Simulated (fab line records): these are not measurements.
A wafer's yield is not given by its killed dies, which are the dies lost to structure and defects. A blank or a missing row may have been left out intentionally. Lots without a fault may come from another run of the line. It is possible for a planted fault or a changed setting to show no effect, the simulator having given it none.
One fault through the eyes of 2 desks -- flow sfq line -- numbers are kept per desk, each desk with only its own; the story behind them comes last

THE METROLOGY DESK
Lot by lot, what the gauges showed, no matter which tool ran the lot: averages of those sampled wafers that carry a number. The brackets show how far a lot's mean lies from the usual mean; more than 4 standard deviations puts the lot out of limits, marked OUT.
Columns: A = M3_OVL at SFQ_M3_OVL_MEAS_921, usual -1 nm
lot,first seen here,A
L690,day 32 19:34,7
L695,day 38 23:43,-10
L700,day 47 01:19,-2
L707,day 48 01:19,-6
L709,day 48 03:43,-3
This desk's finding: nothing out of limits on any of the 5 lots.

THE TOOL OWNER'S DESK: pecvd-03
The tool's own readings at SFQ_TRILAYER_I3_DEP_PECVD_081 (deposits SiO2 from SiH4/N2O, time 111.11 s, target thk 500 nm): means of the sampled wafers that have a number, for each lot that ran on this tool. The brackets show how far a lot's mean lies from the usual mean; more than 4 standard deviations puts the lot out of limits, marked OUT.
Columns: A = heater power w at SFQ_TRILAYER_I3_DEP_PECVD_081, usual 81 W; B = rf fwd power W at SFQ_TRILAYER_I3_DEP_PECVD_081, usual 182.3 W; C = throttle valve pct at SFQ_TRILAYER_I3_DEP_PECVD_081, usual 25.0 %
lot,first seen here,A,B,C
L695,day 39 00:54,81,192.0 (+16) OUT,25.9
L707,day 48 02:19,80,182.8,26.0
L709,day 48 04:43,88,182.9,26.8
This desk finds L695 out of limits, L695 being first, at day 39 00:54 (rf fwd power W at SFQ_TRILAYER_I3_DEP_PECVD_081). Within limits: L707, L709.

ALL TOGETHER
An alarm could have come from the tool owner's desk at day 39 00:54, on L695.
Nothing out of limits was seen by the metrology desk.
The metrology desk holds a record of L695, inside its limits.
Of the lots named, all ran SFQ_TRILAYER_I3_DEP_PECVD_081 on pecvd-03.

WHAT HAD BEEN PUT IN BY THE SIMULATOR
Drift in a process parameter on pecvd-03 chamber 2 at SFQ_TRILAYER_I3_DEP_PECVD_081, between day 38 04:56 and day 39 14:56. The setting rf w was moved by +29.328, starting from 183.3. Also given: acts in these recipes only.
Struck lots among those shown: L695.
Hours from the fault's start to each desk's first reading out of limits: the tool owner's desk, 20.
